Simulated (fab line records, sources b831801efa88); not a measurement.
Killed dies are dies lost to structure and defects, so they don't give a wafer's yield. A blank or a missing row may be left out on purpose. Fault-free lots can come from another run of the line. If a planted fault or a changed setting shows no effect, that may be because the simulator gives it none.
Check of tool commonality    flow sky130    Sample size 14 lots and 54 wafers

## REASON IT WAS OPENED
SKY_LDD_HVN_OVL_MEAS_07, reading LDD_HVN_OVL: flagged on 4 of 14 lots. Fault-free wafers read 0.2 nm, with a standard deviation of 1.3.
Rule: flag the lot when none of its wafers has a number, or when each of its wafers that has one lies beyond 4 standard deviations from that mean. As for the other lots, they are considered sound.

lot   measured      on          LDD_HVN_OVL (nm), wafer by wafer     flag
L177  day 20 15:11  overlay-02  -0.4 -1.2 -1.3                       
L178  day 21 01:34  overlay-02  -1.6 -1.9 -0.1                       
L179  day 21 21:09  overlay-01  -74.5 -73.8 -74.7 -75.2 -75.0 -75.5  FLAGGED
L180  day 22 07:32  overlay-01  -0.9 -1.3 -0.5                       
L181  day 22 15:45  overlay-02  -0.6 -1.4 -0.5                       
L182  day 23 04:03  overlay-01  -74.3 -74.0 -75.1 -75.7 -75.3 -76.5  FLAGGED
L183  day 23 13:00  overlay-02  -75.6 -74.5 -73.3 -76.7 -75.3 -74.7  FLAGGED
L184  day 24 00:05  overlay-01  2.6 0.5 -1.2                         
L186  day 24 08:34  overlay-02  -75.1 -75.5 -75.9 -76.5 -76.1 -77.4  FLAGGED
L188  day 25 10:30  overlay-02  0.9 1.6 0.6                          
L190  day 26 00:17  overlay-02  0.3 1.6 1.0                          
L193  day 27 02:20  overlay-02  0.4 0.4 0.8                          
L194  day 27 10:03  overlay-01  2.1 0.5 0.9                          
L198  day 28 13:02  overlay-01  -0.1 1.4 2.0                         
The numbers of the flagged lots are -75.3 nm on average: -75.5 nm against the usual, or -58 standard deviations.

## WHICH TOOL EACH LOT WENT THROUGH
2 process steps preceding the reading are held in the record, out of 708 steps in the route. Read each cell as the tool, then ch plus the chambers that the sampled wafers visited, then the start.
lot   flag     SKY_POLY_GATE_ETCH_17            SKY_LDD_HVN_EXPOSE_04
L177           rieSi-01 ch 1,2,3, day 16 15:57  ilineStepper-01 ch 0, day 19 23:58
L178           rieSi-02 ch 1,2, day 17 01:06    ilineStepper-01 ch 0, day 20 10:18
L179  FLAGGED  rieSi-01 ch 1,3, day 17 20:18    ilineStepper-01 ch 0, day 21 05:35
L180           rieSi-01 ch 2,3, day 18 05:29    ilineStepper-02 ch 0, day 21 16:28
L181           rieSi-02 ch 0,3, day 18 14:32    ilineStepper-02 ch 0, day 21 23:58
L182  FLAGGED  rieSi-02 ch 0,2, day 18 22:19    ilineStepper-01 ch 0, day 22 12:13
L183  FLAGGED  rieSi-02 ch 0,1,2, day 19 11:14  ilineStepper-01 ch 0, day 22 21:55
L184           rieSi-01 ch 0,1,2, day 19 21:53  ilineStepper-02 ch 0, day 23 09:05
L186  FLAGGED  rieSi-01 ch 1,2, day 20 08:24    ilineStepper-01 ch 0, day 23 17:22
L188           rieSi-02 ch 0,1,3, day 21 10:27  ilineStepper-02 ch 0, day 24 19:30
L190           rieSi-01 ch 0,2,3, day 22 01:19  ilineStepper-02 ch 0, day 25 10:07
L193           rieSi-01 ch 1,2,3, day 23 01:51  ilineStepper-02 ch 0, day 26 11:17
L194           rieSi-02 ch 0,2,3, day 23 12:01  ilineStepper-02 ch 0, day 26 20:02
L198           rieSi-02 ch 1,2,3, day 24 17:18  ilineStepper-02 ch 0, day 27 22:46
What these steps do:
- SKY_POLY_GATE_ETCH_17: etches poly-Si in HBr/Cl2, stops on SiO2, target depth 180 nm, time 70.5 s.
- SKY_LDD_HVN_EXPOSE_04: exposes mask HVNTM, target cd 700 nm.
- SKY_LDD_HVN_OVL_MEAS_07

## FLAGGED AGAINST TOTAL, ONE TOOL AT A TIME (gauges that did the reading follow at the end)
step                     tool             lots run  flagged  share of the flagged lots  sound lots run after its first flagged lot
SKY_POLY_GATE_ETCH_17    rieSi-01         7         2        some                       4 (L180,L184,L190,L193)
SKY_POLY_GATE_ETCH_17    rieSi-02         7         2        some                       3 (L188,L194,L198)
SKY_LDD_HVN_EXPOSE_04    ilineStepper-01  6         4        all                        0
SKY_LDD_HVN_EXPOSE_04    ilineStepper-02  8         0        none                       -
SKY_LDD_HVN_OVL_MEAS_07  overlay-01       6         2        some                       4 (L180,L184,L194,L198)
SKY_LDD_HVN_OVL_MEAS_07  overlay-02       8         2        some                       3 (L188,L190,L193)

## WHAT THE TABLE PERMITS
1 row of the table ran every flagged lot: ilineStepper-01 at SKY_LDD_HVN_EXPOSE_04.
- ilineStepper-01 at SKY_LDD_HVN_EXPOSE_04: 4 of its 6 lots flagged. Last sound lot L178 at day 20 10:18, first flagged lot L179 at day 21 05:35; a fault beginning in between fits.
What remains is a single tool, ilineStepper-01 at SKY_LDD_HVN_EXPOSE_04.

## WHAT THE SIMULATOR PUT IN
Scanner matching overlay: ilineStepper-01, from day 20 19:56 on, at SKY_LDD_HVN_EXPOSE_04. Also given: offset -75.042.
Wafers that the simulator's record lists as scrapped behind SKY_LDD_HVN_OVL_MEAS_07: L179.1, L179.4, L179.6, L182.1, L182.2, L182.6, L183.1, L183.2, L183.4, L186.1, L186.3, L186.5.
Shown lots that were struck: L179, L182, L183, L186. The rule above found the same.
